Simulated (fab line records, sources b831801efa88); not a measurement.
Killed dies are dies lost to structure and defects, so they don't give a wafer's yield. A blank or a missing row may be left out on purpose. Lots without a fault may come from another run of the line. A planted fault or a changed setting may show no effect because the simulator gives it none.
fab line records | flow gf180mcu
record lots=5 wafers=15 last_day=33
route steps=602 shown MIM@524 M5@526 V5@540
lots that met no fault: from a run of the same line without faults
start_h: hours from the record's first day to the start of the lot's first wafer shown | wait_h: hours since the lot's step before | " the same as in the row above | L1.1+2: a row that stands for several wafers | - no value, or no start given | * or withheld: withheld | < > ~ a bound
route shown NAME@n: a module of which the file shows steps, and the number in the route of the first | usual: mean/standard deviation of fault-free wafers | same: alike in all rows | chamber/n: place in a boat | sites: the reading at each site | _std_site: their standard deviation | _edge_site: outer sites' mean less inner sites' | radius_mm: how far each site lies from the wafer's centre | mask NAME#n: copy n | behind: the tool/chamber that last shaped the wafer | hold: why the lot was held/for how many hours/how that ended | device: the transistor (n, p or np) that didn't switch | end of line: the same wafers' tests at the end of the route | a step without rows: its recipe alone | killed: dies lost to structure and defects at the first sort, not the wafer's yield | map: a wafer's dies, x killed, . not, _ none there
set.NAME: the setting as run; set.NAME@STEP: as run at that earlier step | model.NAME: the simulator's own value behind a step, which no gauge read
lots at some steps of the route; a table a step, a row a wafer
services: from which hour (start_h, from the record's first day; less than 0 if before it) a tool's chamber was out of use, for how many hours, and why
## steps
# step GF_MIM_STRIP_21
# recipe chemistry=post_etch_residue_remover time_s=1200 temp_c=72.5
# same time_s=1200
# columns lot.wafer tool chamber start_h wait_h
L074.1+2+3 wet_bench-02 3 593.75 0.1
L080.2+4+5 wet_bench-04 3 635.22 0.1
L082.1+2+5 wet_bench-03 3 649.80 0.1
L086.2+3+6 wet_bench-03 0 677.32 0.1
L094.1+3+6 wet_bench-03 3 731.07 0.1
# step GF_MIM_CLEAN_22
# recipe chemistry=DIW dry=n2_spin
# columns lot.wafer tool chamber start_h wait_h
L074.1+2+3 wet_bench-04 2 594.09 0.0
L080.2+4+5 wet_bench-02 2 635.56 0.0
L082.1+2+5 wet_bench-02 3 650.14 0.0
L086.2+3+6 wet_bench-04 3 677.69 0.0
L094.1+3+6 wet_bench-02 2 731.41 0.0
# step GF_M5_DEHYDRATE_00
# recipe temp_c=200 time_s=60
# same time_s=60
# columns lot.wafer tool chamber start_h wait_h
L074.1+2+3 litho_track-03 0 603.83 9.6
L080.2+4+5 litho_track-01 0 644.90 9.2
L082.1+2+5 litho_track-01 0 659.32 9.1
L086.2+3+6 litho_track-02 0 686.17 8.4
L094.1+3+6 litho_track-03 0 739.58 8.1
# step GF_M5_HMDS_01
# recipe prime_time_s=60 prime_temp_c=120
# columns lot.wafer tool chamber start_h wait_h
L074.1+2+3 litho_track-03 0 603.98 0.1
L080.2+4+5 litho_track-01 0 645.05 0.1
L082.1+2+5 litho_track-01 0 659.47 0.1
L086.2+3+6 litho_track-02 0 686.32 0.1
L094.1+3+6 litho_track-03 0 739.73 0.1
# step GF_M5_COAT_02
# recipe resist=KrF spin_rpm=withheld resist_thk_nm=1000
# columns lot.wafer tool chamber start_h wait_h
L074.1+2+3 litho_track-03 0 604.13 0.1
L080.2+4+5 litho_track-01 0 645.20 0.1
L082.1+2+5 litho_track-01 0 659.62 0.1
L086.2+3+6 litho_track-02 0 686.47 0.1
L094.1+3+6 litho_track-03 0 739.88 0.1
# step GF_M5_SOFTBAKE_03
# recipe temp_c=130 time_s=60 resist=KrF
# same time_s=60
# columns lot.wafer tool chamber start_h wait_h
L074.1+2+3 litho_track-03 0 604.28 0.1
L080.2+4+5 litho_track-01 0 645.35 0.1
L082.1+2+5 litho_track-01 0 659.77 0.1
L086.2+3+6 litho_track-02 0 686.62 0.1
L094.1+3+6 litho_track-03 0 740.03 0.1
# step GF_M5_EXPOSE_04
# recipe mask_id=Metal5 target_cd_nm=280 na=0.68 source_shape=conventional sigma_outer=0.6 dose_mj=28
# columns lot.wafer tool chamber start_h wait_h mask
L074.1+2+3 krf_scanner-01 0 - - Metal5#0
L080.2+4+5 krf_scanner-01 0 - - Metal5#0
L082.1+2+5 krf_scanner-01 0 - - Metal5#0
L086.2+3+6 krf_scanner-01 0 - - Metal5#0
L094.1+3+6 krf_scanner-02 0 - - Metal5#0
# step GF_M5_PEB_05
# recipe peb_temp_c=135 peb_time_s=90 resist=KrF
# columns lot.wafer tool chamber start_h wait_h
L074.1+2+3 litho_track-02 0 - -
L080.2+4+5 litho_track-02 0 - -
L082.1+2+5 litho_track-02 0 - -
L086.2+3+6 litho_track-03 0 - -
L094.1+3+6 litho_track-02 0 - -
# step GF_M5_DEVELOP_06
# recipe develop_time_s=60 dev_temp_c=21
# columns lot.wafer tool chamber start_h wait_h
L074.1+2+3 litho_track-02 0 614.35 0.2
L080.2+4+5 litho_track-02 0 655.12 0.2
L082.1+2+5 litho_track-02 0 669.05 0.2
L086.2+3+6 litho_track-03 0 696.81 0.2
L094.1+3+6 litho_track-02 0 747.65 0.2
# step GF_M5_CD_MEAS_07
# recipe target_cd_nm=280
# usual cd_nm=280.2/1
# columns lot.wafer tool chamber start_h wait_h cd_nm
L074.1 cd_sem-02 - 614.50 0.1 279.9
L074.2 " - " " 280.3
L074.3 " - " " 280.1
L080.2 cd_sem-01 - 655.41 0.3 278.9
L080.4 " - " " 279.2
L080.5 " - " " 279.0
L082.1 cd_sem-02 - 669.20 0.1 281.6
L082.2 " - " " 280.2
L082.5 " - " " 280.9
L086.2 cd_sem-02 - 696.95 0.1 280.0
L086.3 " - " " 279.1
L086.6 " - " " 280.1
L094.1 cd_sem-01 - 747.80 0.1 279.2
L094.3 " - " " 279.1
L094.6 " - " " 278.5
# step GF_M5_OVL_MEAS_08
# usual M5_OVL=1/6.1
# columns lot.wafer tool chamber start_h wait_h M5_OVL[nm]
L074.1 overlay-02 - 614.62 0.1 1
L074.2 " - " " 3
L074.3 " - " " 3
L080.2 overlay-02 - 655.52 0.1 -11
L080.4 " - " " -7
L080.5 " - " " -4
L082.1 overlay-01 - 669.32 0.1 -3
L082.2 " - " " 7
L082.5 " - " " 3
L086.2 overlay-01 - 697.12 0.1 -1
L086.3 " - " " -3
L086.6 " - " " -1
L094.1 overlay-01 - 747.92 0.1 2
L094.3 " - " " -2
L094.6 " - " " 0
# step GF_M5_ETCH_09
# recipe chemistry=CF4/O2 target=Si3N4 target_depth_nm=52 source_w=800 bias_w=150 pressure_mtorr=150 cf4_flow_sccm=80 O2_flow_sccm=10 time_s=11.6
# usual drypump_motor_current_A=5.8/0.37 oes_product_au=1.001/0.0084 throttle_valve_pct=5.972/0.0091
# same time_s=11.6
# columns lot.wafer tool chamber start_h wait_h drypump_motor_current_A oes_product_au rf_hours_counter_h throttle_valve_pct
L074.1 rie_diel-02 2 614.65 0.0 5.9 1.025 9 5.979
L074.2 " 0 " " 5.8 1.003 70 5.979
L074.3 " 3 " " 5.3 1.007 6 5.998
L080.2 rie_diel-02 0 655.55 0.0 5.7 0.994 0 5.975
L080.4 " 2 " " 5.9 1.002 - 5.974
L080.5 " 0 " " 5.7 1.000 - 5.984
L082.1 rie_diel-01 1 669.35 0.0 5.0 1.000 31 5.968
L082.2 " 0 " " 5.8 1.007 52 5.967
L082.5 " 3 " " 5.8 1.012 - 5.963
L086.2 rie_diel-02 0 697.15 0.0 5.8 1.002 2 5.979
L086.3 " 3 " " 5.3 1.004 10 5.978
L086.6 " 1 " " 5.7 1.022 - 5.987
L094.1 rie_diel-04 3 747.95 0.0 6.5 0.988 10 5.983
L094.3 " 2 " " 6.0 1.007 18 5.980
L094.6 " 2 " " 5.9 1.003 - 5.992
# step GF_M5_METAL_ETCH_10
# recipe chemistry=Cl2/BCl3 mask_material=KrF target_depth_nm=627.5 stop_on=SiO2 pressure_mtorr=8 icp_w=800 bias_w=140 Cl2_flow_sccm=80 bcl3_flow_sccm=40 time_s=104.6
# usual drypump_motor_current_A=5.73/0.24 he_backside_leak_sccm=3.23/0.2 oes_product_au=0.972/0.006 throttle_valve_pct=28.248/0.011
# same time_s=104.6
# columns lot.wafer tool chamber start_h wait_h drypump_motor_current_A he_backside_leak_sccm oes_product_au rf_hours_counter_h throttle_valve_pct
L074.1 rie_metal-04 1 614.68 0.0 5.33 3.12 0.982 4.2 28.267
L074.2 " 0 " " 5.73 3.29 0.968 5.6 28.234
L074.3 " 0 " " 5.73 3.27 0.971 - 28.261
L080.2 rie_metal-03 1 655.57 0.0 6.21 3.46 0.972 2.3 28.257
L080.4 " 1 " " 6.22 3.60 0.975 - 28.235
L080.5 " 1 " " 6.22 3.46 0.971 - 28.246
L082.1 rie_metal-03 0 669.38 0.0 5.83 3.28 0.972 1.2 28.246
L082.2 " 1 " " 6.22 3.40 0.970 2.8 28.246
L082.5 " 0 " " 5.80 3.24 0.969 - 28.246
L086.2 rie_metal-02 1 697.17 0.0 5.64 3.05 0.972 6.2 28.240
L086.3 " 1 " " 5.64 3.19 0.980 - 28.226
L086.6 " 0 " " 5.79 3.24 0.970 - 28.252
L094.1 rie_metal-04 1 747.98 0.0 5.35 3.14 0.972 9.0 28.241
L094.3 " 1 " " 5.35 3.18 0.976 - 28.248
L094.6 " 1 " " 5.37 3.22 0.974 - 28.253
# step GF_M5_STRIP_11
# recipe chemistry=O2/N2 power_w=1400 pressure_mtorr=1500 platen_temp_c=250 o2_flow_sccm=3000 n2_flow_sccm=300 overash_fraction=0.5
# usual drypump_motor_current_A=5.7/0.47 heater_power_w=352/22 n2_flow_sccm=300.0/0.86 o2_flow_sccm=2999/9.2 oes_product_au=0.543/0.0047 strip_time_to_endpoint_s=7.53/0.045
# columns lot.wafer tool chamber start_h wait_h drypump_motor_current_A heater_power_w n2_flow_sccm o2_flow_sccm oes_product_au rf_hours_counter_h strip_time_to_endpoint_s
L074.1 plasma_asher-02 0 614.79 0.1 6.3 361 301.6 2991 0.547 23 7.58
L074.2 " 1 " " 5.6 353 300.2 3007 0.543 23 7.55
L074.3 " 1 " " 5.6 353 300.3 3007 0.542 - 7.53
L080.2 plasma_asher-02 0 655.68 0.1 6.3 371 299.2 3001 0.547 27 7.48
L080.4 " 0 " " 6.2 369 299.4 2994 0.545 - 7.47
L080.5 " 0 " " 6.2 364 299.8 3002 0.547 - 7.50
L082.1 plasma_asher-02 0 669.49 0.1 6.3 365 301.0 2980 0.542 29 7.51
L082.2 " 1 " " 5.6 350 299.0 3002 0.539 29 7.45
L082.5 " 1 " " 5.6 353 298.9 2989 0.536 - 7.51
L086.2 plasma_asher-02 1 697.28 0.1 5.6 348 298.4 3004 0.540 32 7.44
L086.3 " 0 " " 6.3 362 299.7 3000 0.539 - 7.46
L086.6 " 1 " " 5.6 349 299.7 2998 0.544 - 7.54
L094.1 plasma_asher-02 0 748.20 0.2 6.3 358 298.8 2996 0.537 38 7.50
L094.3 " 0 " " 6.3 371 297.5 3000 0.549 - 7.57
L094.6 " 1 " " 5.6 351 301.0 2998 0.549 - 7.55
# step GF_M5_STRIP_12
# recipe chemistry=post_etch_residue_remover time_s=1200 temp_c=72.5
# same time_s=1200
# columns lot.wafer tool chamber start_h wait_h
L074.1+2+3 wet_bench-04 3 614.89 0.1
L080.2+4+5 wet_bench-01 2 655.78 0.1
L082.1+2+5 wet_bench-04 1 669.59 0.1
L086.2+3+6 wet_bench-01 1 697.38 0.1
L094.1+3+6 wet_bench-04 3 748.30 0.1
# step GF_M5_CLEAN_13
# recipe chemistry=DIW dry=n2_spin
# columns lot.wafer tool chamber start_h wait_h
L074.1+2+3 wet_bench-02 0 615.23 0.0
L080.2+4+5 wet_bench-02 2 656.13 0.0
L082.1+2+5 wet_bench-01 1 669.96 0.0
L086.2+3+6 wet_bench-01 0 697.75 0.0
L094.1+3+6 wet_bench-01 3 748.64 0.0
# step GF_V5_CVD_00
# recipe material=SiO2 target_thk_nm=300 sigma_open_frac=0.3 temp_c=400 time_s=50 sih4_flow_sccm=60 pressure_mtorr=6
# usual pressure_mtorr=6.000/0.01
# same time_s=50
# columns lot.wafer tool chamber start_h wait_h pressure_mtorr
L074.1 hdpcvd-02 2 615.32 0.0 5.985
L074.2 " 0 " " 5.983
L074.3 " 1 " " 5.993
L080.2 hdpcvd-01 1 656.22 0.0 5.995
L080.4 " 1 " " 6.013
L080.5 " 2 " " 6.002
L082.1 hdpcvd-02 2 670.05 0.0 6.011
L082.2 " 0 " " 6.003
L082.5 " 2 " " 5.996
L086.2 hdpcvd-02 0 697.85 0.0 6.007
L086.3 " 2 " " 6.003
L086.6 " 1 " " 6.000
L094.1 hdpcvd-01 1 748.73 0.0 5.991
L094.3 " 0 " " 5.994
L094.6 " 0 " " 5.997
# step GF_V5_THK_MEAS_01
# recipe reads=SiO2_of_V5_CVD_00
# usual V5_CVD_00_THK=299/3.7
# columns lot.wafer tool chamber start_h wait_h V5_CVD_00_THK[nm]
L074.1 film_metro-02 - 615.37 0.0 298
L074.2 " - " " 303
L074.3 " - " " 297
L080.2 film_metro-02 - 656.27 0.0 301
L080.4 " - " " 300
L080.5 " - " " 299
L082.1 film_metro-02 - 670.10 0.0 298
L082.2 " - " " 299
L082.5 " - " " 300
L086.2 film_metro-03 - 697.91 0.0 306
L086.3 " - " " 302
L086.6 " - " " 300
L094.1 film_metro-01 - 748.78 0.0 296
L094.3 " - " " 292
L094.6 " - " " 295
# step GF_V5_CVD_02
# recipe material=SiO2 target_thk_nm=1450 precursor=TEOS temp_c=400 time_s=163.28 rf_w=600
# usual heater_power_w=646/100
# same time_s=163.28
# columns lot.wafer tool chamber start_h wait_h heater_power_w
L074.1 pecvd-03 2 615.43 0.1 649
L074.2 " 0 " " 562
L074.3 " 1 " " 506
L080.2 pecvd-02 1 656.32 0.0 611
L080.4 " 2 " " 652
L080.5 " 0 " " 673
L082.1 pecvd-02 2 670.16 0.1 592
L082.2 " 0 " " 683
L082.5 " 0 " " 741
L086.2 pecvd-02 1 697.96 0.0 616
L086.3 " 0 " " 703
L086.6 " 0 " " 584
L094.1 pecvd-02 0 748.84 0.1 671
L094.3 " 2 " " 659
L094.6 " 0 " " 709
# step GF_V5_THK_MEAS_03
# recipe reads=SiO2_of_V5_CVD_02
# usual V5_CVD_02_THK=1450/23
# columns lot.wafer tool chamber start_h wait_h V5_CVD_02_THK[nm]
L074.1 film_metro-01 - 615.53 0.1 1441
L074.2 " - " " 1460
L074.3 " - " " 1471
L080.2 film_metro-02 - 656.44 0.1 1442
L080.4 " - " " 1449
L080.5 " - " " 1443
L082.1 film_metro-02 - 670.27 0.1 1421
L082.2 " - " " 1456
L082.5 " - " " 1464
L086.2 film_metro-03 - 698.08 0.1 1413
L086.3 " - " " 1412
L086.6 " - " " 1448
L094.1 film_metro-03 - 748.95 0.1 1389
L094.3 " - " " 1422
L094.6 " - " " 1443
# step GF_V5_CMP_04
# recipe material=SiO2 down_force_psi=4 platen_rpm=60 pad_velocity_m_s=0.94248
# usual motor_current_A=11.6/0.57 platen_rpm=60.00/0.035
# columns lot.wafer tool chamber start_h wait_h motor_current_A platen_rpm
L074.3 cmp-01 2 615.64 0.1 11.8 60.02
L074.2 " 3 " " 12.3 59.95
L074.1 " 0 " " 11.9 60.00
L080.2 cmp-02 2 656.49 0.0 11.6 60.10
L080.4 " 0 " " 11.7 59.97
L080.5 " 3 " " 11.7 59.97
L082.1 cmp-02 1 670.38 0.1 11.8 60.00
L082.2 " 3 " " 11.4 59.97
L082.5 " 0 " " 11.4 59.98
L086.2 cmp-02 0 698.18 0.1 11.1 59.98
L086.3 " 2 " " 11.8 59.97
L086.6 " 3 " " 11.3 60.02
L094.3 cmp-01 2 749.01 0.0 12.5 59.92
L094.1 " 3 " " 11.8 59.99
L094.6 " 2 " " 11.7 59.94
# step GF_V5_BOW_MEAS_05
# recipe mode=bow
# usual V5_BOW=134/9.3
# columns lot.wafer tool chamber start_h wait_h V5_BOW[um]
L074.1 film_metro-01 - 615.89 0.1 135
L074.2 " - " " 133
L074.3 " - " " 122
L080.2 film_metro-02 - 656.81 0.3 136
L080.4 " - " " 122
L080.5 " - " " 137
L082.1 film_metro-02 - 670.63 0.2 126
L082.2 " - " " 136
L082.5 " - " " 133
L086.2 film_metro-01 - 698.45 0.2 124
L086.3 " - " " 133
L086.6 " - " " 136
L094.1 film_metro-02 - 749.31 0.2 133
L094.3 " - " " 126
L094.6 " - " " 133
# step GF_V5_DEHYDRATE_06
# recipe temp_c=200 time_s=60
# same time_s=60
# columns lot.wafer tool chamber start_h wait_h
L074.1+2+3 litho_track-04 0 625.55 9.6
L080.2+4+5 litho_track-04 0 665.73 8.9
L082.1+2+5 litho_track-02 0 680.15 9.5
L086.2+3+6 litho_track-04 0 706.33 7.9
L094.1+3+6 litho_track-04 0 757.75 8.4
# step GF_V5_HMDS_07
# recipe prime_time_s=60 prime_temp_c=120
# columns lot.wafer tool chamber start_h wait_h
L074.1+2+3 litho_track-04 0 625.70 0.1
L080.2+4+5 litho_track-04 0 665.88 0.1
L082.1+2+5 litho_track-02 0 680.30 0.1
L086.2+3+6 litho_track-04 0 706.48 0.1
L094.1+3+6 litho_track-04 0 757.90 0.1
# step GF_V5_COAT_08
# recipe resist=BARC temp_c=withheld time_s=withheld spin_rpm=withheld resist_thk_nm=withheld
# columns lot.wafer tool chamber start_h wait_h
L074.1+2+3 litho_track-04 0 625.85 0.1
L080.2+4+5 litho_track-04 0 666.03 0.1
L082.1+2+5 litho_track-02 0 680.45 0.1
L086.2+3+6 litho_track-04 0 706.63 0.1
L094.1+3+6 litho_track-04 0 758.05 0.1
# step GF_V5_COAT_09
# recipe resist=KrF spin_rpm=withheld resist_thk_nm=1000
# columns lot.wafer tool chamber start_h wait_h
L074.1+2+3 litho_track-04 0 - -
L080.2+4+5 litho_track-04 0 - -
L082.1+2+5 litho_track-02 0 - -
L086.2+3+6 litho_track-04 0 - -
L094.1+3+6 litho_track-04 0 - -
# step GF_V5_SOFTBAKE_10
# recipe temp_c=130 time_s=60 resist=KrF
# same time_s=60
# columns lot.wafer tool chamber start_h wait_h
L074.1+2+3 litho_track-04 0 - -
L080.2+4+5 litho_track-04 0 - -
L082.1+2+5 litho_track-02 0 - -
L086.2+3+6 litho_track-04 0 - -
L094.1+3+6 litho_track-04 0 - -
# step GF_V5_EXPOSE_11
# recipe mask_id=Via5 target_cd_nm=260 na=0.68 source_shape=conventional sigma_outer=0.6 dose_mj=38
# columns lot.wafer tool chamber start_h wait_h mask
L074.1+2+3 krf_scanner-02 0 - - Via5#0
L080.2+4+5 krf_scanner-02 0 - - Via5#0
L082.1+2+5 krf_scanner-02 0 - - Via5#0
L086.2+3+6 krf_scanner-02 0 - - Via5#0
L094.1+3+6 krf_scanner-01 0 - - Via5#0
# step GF_V5_PEB_12
# recipe peb_temp_c=135 peb_time_s=90 resist=KrF
# columns lot.wafer tool chamber start_h wait_h
L074.1+2+3 litho_track-01 0 - -
L080.2+4+5 litho_track-02 0 - -
L082.1+2+5 litho_track-04 0 - -
L086.2+3+6 litho_track-01 0 - -
L094.1+3+6 litho_track-02 0 - -
# step GF_V5_DEVELOP_13
# recipe develop_time_s=60 resist=KrF dev_temp_c=21
# columns lot.wafer tool chamber start_h wait_h
L074.1+2+3 litho_track-01 0 636.62 0.2
L080.2+4+5 litho_track-02 0 676.12 0.2
L082.1+2+5 litho_track-04 0 689.70 0.2
L086.2+3+6 litho_track-01 0 716.00 0.2
L094.1+3+6 litho_track-02 0 765.40 0.2
# step GF_V5_CD_MEAS_14
# recipe target_cd_nm=260
# usual cd_nm=260.0/1.4
# columns lot.wafer tool chamber start_h wait_h cd_nm
L074.1 cd_sem-01 - 636.77 0.1 260.9
L074.2 " - " " 261.4
L074.3 " - " " 259.3
L080.2 cd_sem-02 - 676.27 0.1 261.1
L080.4 " - " " 259.9
L080.5 " - " " 260.3
L082.1 cd_sem-01 - 689.85 0.1 260.7
L082.2 " - " " 259.9
L082.5 " - " " 260.7
L086.2 cd_sem-02 - 716.14 0.1 258.4
L086.3 " - " " 259.2
L086.6 " - " " 257.7
L094.1 cd_sem-02 - 765.55 0.1 260.9
L094.3 " - " " 260.5
L094.6 " - " " 261.2
# step GF_V5_OVL_MEAS_15
# usual V5_OVL=0/5.3
# columns lot.wafer tool chamber start_h wait_h V5_OVL[nm]
L074.1 overlay-01 - 636.89 0.1 2
L074.2 " - " " 10
L074.3 " - " " 7
L080.2 overlay-01 - 676.37 0.1 -3
L080.4 " - " " 3
L080.5 " - " " -1
L082.1 overlay-01 - 689.97 0.1 4
L082.2 " - " " 8
L082.5 " - " " 5
L086.2 overlay-01 - 716.25 0.1 8
L086.3 " - " " 0
L086.6 " - " " 5
L094.1 overlay-01 - 765.67 0.1 1
L094.3 " - " " 3
L094.6 " - " " 0
# step GF_V5_ETCH_16
# recipe chemistry=N2/H2 target_depth_a=withheld overetch_a=withheld time_s=withheld target=BARC ion_energy_ev=200 source_w=500 bias_w=100 pressure_mtorr=30 n2_flow_sccm=100 h2_flow_sccm=200
# usual drypump_motor_current_A=5.8/0.37 n2_flow_sccm=99.99/0.29 oes_product_au=0.854/0.0043 throttle_valve_pct=13.224/0.009
# columns lot.wafer tool chamber start_h wait_h drypump_motor_current_A n2_flow_sccm oes_product_au throttle_valve_pct
L074.1 rie_diel-03 3 636.93 0.0 5.4 100.03 0.853 13.210
L074.2 " 2 " " 5.8 100.46 0.855 13.221
L074.3 " 1 " " 5.4 100.24 0.854 13.210
L080.2 rie_diel-03 3 676.40 0.0 5.4 100.06 0.854 13.229
L080.4 " 1 " " 5.4 99.55 0.858 13.221
L080.5 " 0 " " 6.0 100.00 0.860 13.218
L082.1 rie_diel-04 2 690.01 0.0 5.9 100.39 0.851 13.224
L082.2 " 1 " " 5.7 99.52 0.850 13.208
L082.5 " 1 " " 5.7 99.99 0.860 13.225
L086.2 rie_diel-02 1 716.28 0.0 5.7 99.88 0.852 13.219
L086.3 " 0 " " 5.8 99.71 0.853 13.214
L086.6 " 3 " " 5.3 100.03 0.852 13.214
L094.1 rie_diel-04 1 765.70 0.0 5.7 100.28 0.854 13.225
L094.3 " 3 " " 6.5 99.56 0.852 13.236
L094.6 " 3 " " 6.5 99.73 0.846 13.239
# step GF_V5_ETCH_17
# recipe chemistry=C4F8/O2/Ar mask_material=KrF target=SiO2 stop_on=TiN source_w=1500 bias_w=1200 pressure_mtorr=40 c4f8_flow_sccm=withheld O2_flow_sccm=6 Ar_flow_sccm=300 time_s=withheld target_depth_a=8550
# usual oes_product_au=0.859/0.0043
# columns lot.wafer tool chamber start_h wait_h oes_product_au
L074.1 rie_diel-03 3 - - 0.861
L074.2 " 2 " " 0.860
L074.3 " 1 " " 0.863
L080.2 rie_diel-03 3 - - 0.858
L080.4 " 1 " " 0.864
L080.5 " 0 " " 0.851
L082.1 rie_diel-04 2 - - 0.867
L082.2 " 1 " " 0.859
L082.5 " 1 " " 0.865
L086.2 rie_diel-02 1 - - 0.858
L086.3 " 0 " " 0.857
L086.6 " 3 " " 0.858
L094.1 rie_diel-04 1 - - 0.855
L094.3 " 3 " " 0.855
L094.6 " 3 " " 0.862
# step GF_V5_STRIP_18
# recipe chemistry=O2/N2 power_w=1400 pressure_mtorr=1500 platen_temp_c=250 o2_flow_sccm=3000 n2_flow_sccm=300 overash_fraction=0.5
# usual drypump_motor_current_A=5.6/0.43 heater_power_w=344/23 n2_flow_sccm=300.1/0.95 o2_flow_sccm=2998/8.9 oes_product_au=0.568/0.0048
# columns lot.wafer tool chamber start_h wait_h drypump_motor_current_A heater_power_w n2_flow_sccm o2_flow_sccm oes_product_au rf_hours_counter_h
L074.1 plasma_asher-01 0 637.08 - 5.3 322 298.5 2991 0.573 97
L074.2 " 1 " " 6.1 346 299.7 2995 0.562 97
L074.3 " 0 " " 5.3 322 299.8 2995 0.573 -
L080.2 plasma_asher-03 1 676.56 - 5.9 357 301.8 2995 0.575 56
L080.4 " 1 " " 5.9 347 300.6 3003 0.571 -
L080.5 " 1 " " 5.9 345 301.7 2982 0.563 -
L082.1 plasma_asher-03 1 690.16 - 5.9 356 302.5 2982 0.572 58
L082.2 " 0 " " 5.8 349 300.9 2996 0.573 58
L082.5 " 1 " " 5.9 342 301.9 3002 0.569 -
L086.2 plasma_asher-01 1 716.43 - 6.1 332 300.3 3002 0.571 105
L086.3 " 0 " " 5.3 313 300.7 3002 0.568 -
L086.6 " 0 " " 5.3 317 300.2 3001 0.569 -
L094.1 plasma_asher-04 0 765.85 - 4.8 339 301.3 2988 0.565 101
L094.3 " 1 " " 5.7 394 300.0 2988 0.574 -
L094.6 " 0 " " 4.8 323 302.4 2997 0.572 -
# step GF_V5_STRIP_19
# recipe chemistry=post_etch_residue_remover time_s=1200 temp_c=72.5
# same time_s=1200
# columns lot.wafer tool chamber start_h wait_h
L074.1+2+3 wet_bench-03 1 637.18 0.1
L080.2+4+5 wet_bench-03 3 676.66 0.1
L082.1+2+5 wet_bench-03 0 690.26 0.1
L086.2+3+6 wet_bench-03 3 716.53 0.1
L094.1+3+6 wet_bench-02 0 765.95 0.1
# step GF_V5_CLEAN_20
# recipe chemistry=DIW dry=n2_spin
# columns lot.wafer tool chamber start_h wait_h
L074.1+2+3 wet_bench-01 2 637.52 0.0
L080.2+4+5 wet_bench-01 2 677.03 0.0
L082.1+2+5 wet_bench-01 0 690.60 0.0
L086.2+3+6 wet_bench-02 3 716.87 0.0
L094.1+3+6 wet_bench-03 1 766.33 0.0
# step GF_V5_SPUTTER_21
# recipe material=Ti target_thk_nm=15 chamber_pressure_pa=5 power_w=2500 substrate_temp_c=200 time_s=80.02
# usual throttle_valve_pct=30.1/1.1
# same time_s=80.02
# columns lot.wafer tool chamber start_h wait_h throttle_valve_pct
L074.1 pvd_sputter-03 - 637.70 0.0 31.6
L074.2 " - " " 29.6
L074.3 " - " " 29.9
L080.2 pvd_sputter-03 - 677.12 0.0 29.5
L080.4 " - " " 31.7
L080.5 " - " " 29.5
L082.1 pvd_sputter-01 - 690.69 0.0 28.9
L082.2 " - " " 30.1
L082.5 " - " " 30.1
L086.2 pvd_sputter-02 - 716.96 0.0 32.1
L086.3 " - " " 28.1
L086.6 " - " " 31.9
L094.1 pvd_sputter-03 - 766.42 0.0 29.7
L094.3 " - " " 30.0
L094.6 " - " " 30.0
# step GF_V5_SPUTTER_22
# recipe material=TiN target_thk_nm=10 chamber_pressure_pa=5 power_w=4000 time_s=40
# usual throttle_valve_pct=30.0/1.1
# same time_s=40
# columns lot.wafer tool chamber start_h wait_h throttle_valve_pct
L074.1 pvd_sputter-03 - 637.77 0.0 31.7
L074.2 " - " " 29.7
L074.3 " - " " 29.6
L080.2 pvd_sputter-03 - 677.18 0.0 29.5
L080.4 " - " " 31.8
L080.5 " - " " 29.6
L082.1 pvd_sputter-01 - 690.76 0.0 28.9
L082.2 " - " " 30.1
L082.5 " - " " 29.8
L086.2 pvd_sputter-02 - 717.02 0.0 32.1
L086.3 " - " " 27.9
L086.6 " - " " 32.3
L094.1 pvd_sputter-03 - 766.48 0.0 29.8
L094.3 " - " " 30.1
L094.6 " - " " 30.2
# step GF_V5_CVD_23
# recipe material=W target_thk_nm=350 time_s=104.9 temp_c=400 pressure_torr=40
# usual heater_power_w=836/66
# same time_s=104.9
# columns lot.wafer tool chamber start_h wait_h heater_power_w
L074.1 cvd_w-01 1 637.80 0.0 772
L074.2 " 0 " " 885
L074.3 " 1 " " 811
L080.2 cvd_w-01 1 677.22 0.0 802
L080.4 " 0 " " 854
L080.5 " 1 " " 767
L082.1 cvd_w-01 1 690.79 0.0 784
L082.2 " 0 " " 856
L082.5 " 0 " " 875
L086.2 cvd_w-01 0 717.06 0.0 904
L086.3 " 0 " " 891
L086.6 " 0 " " 843
L094.1 cvd_w-02 0 766.52 0.0 766
L094.3 " 1 " " 928
L094.6 " 1 " " 925
# step GF_V5_RS_MEAS_24
# recipe thk_meas_gauge=four-point-probe reads=W_of_V5_CVD_23+TiN_of_V5_SPUTTER_22+Ti_of_V5_SPUTTER_21
# usual V5_W_RS=0.3274/0.0029
# columns lot.wafer tool chamber start_h wait_h V5_W_RS[ohm/sq]
L074.1 film_metro-03 - 637.92 0.1 0.3302
L074.2 " - " " 0.3273
L074.3 " - " " 0.3259
L080.2 film_metro-02 - 677.35 0.1 0.3349
L080.4 " - " " 0.3343
L080.5 " - " " 0.3305
L082.1 film_metro-03 - 690.91 0.1 0.3273
L082.2 " - " " 0.3213
L082.5 " - " " 0.3242
L086.2 film_metro-01 - 717.19 0.1 0.3249
L086.3 " - " " 0.3244
L086.6 " - " " 0.3269
L094.1 film_metro-01 - 766.63 0.1 0.3279
L094.3 " - " " 0.3248
L094.6 " - " " 0.3285
# step GF_V5_THK_MEAS_25
# recipe thk_meas_gauge=xrf reads=W_of_V5_CVD_23
# usual V5_W_THK=344/4.1
# columns lot.wafer tool chamber start_h wait_h V5_W_THK[nm]
L074.1 film_metro-03 - 638.04 0.1 343
L074.2 " - " " 345
L074.3 " - " " 347
L080.2 film_metro-02 - 677.46 0.1 336
L080.4 " - " " 336
L080.5 " - " " 338
L082.1 film_metro-03 - 691.03 0.1 351
L082.2 " - " " 353
L082.5 " - " " 353
L086.2 film_metro-01 - 717.30 0.1 340
L086.3 " - " " 344
L086.6 " - " " 340
L094.1 film_metro-01 - 766.75 0.1 338
L094.3 " - " " 342
L094.6 " - " " 338
## services
# columns tool chamber start_h hours kind
krf_scanner-02 - 573.84 4.4 pm
pvd_sputter-03 - 573.85 4.6 repair
rie_diel-04 3 596.79 1.8 repair
pvd_sputter-03 - 612.79 1.5 repair
rie_diel-04 - 618.78 1.0 repair
rie_diel-04 1 625.27 4.2 repair
wet_bench-02 - 629.80 1.6 repair
krf_scanner-02 - 630.60 1.0 pm
rie_diel-02 - 640.59 5.5 repair
rie_diel-02 3 653.99 6.2 repair
wet_bench-01 - 654.85 0.9 repair
krf_scanner-01 - 656.48 2.6 repair
rie_diel-04 1 657.31 7.9 repair
krf_scanner-01 - 660.04 1.0 pm
rie_diel-04 1 673.11 2.7 repair
krf_scanner-02 - 679.29 0.8 pm
pvd_sputter-03 - 680.38 3.9 repair
krf_scanner-01 - 685.27 0.8 pm
krf_scanner-02 - 691.01 1.3 pm
krf_scanner-02 - 699.23 0.7 repair
krf_scanner-02 - 702.71 0.4 repair
krf_scanner-01 - 721.68 1.3 pm
rie_diel-02 3 727.87 4.0 repair
wet_bench-04 - 744.94 2.6 repair
## key
fault none
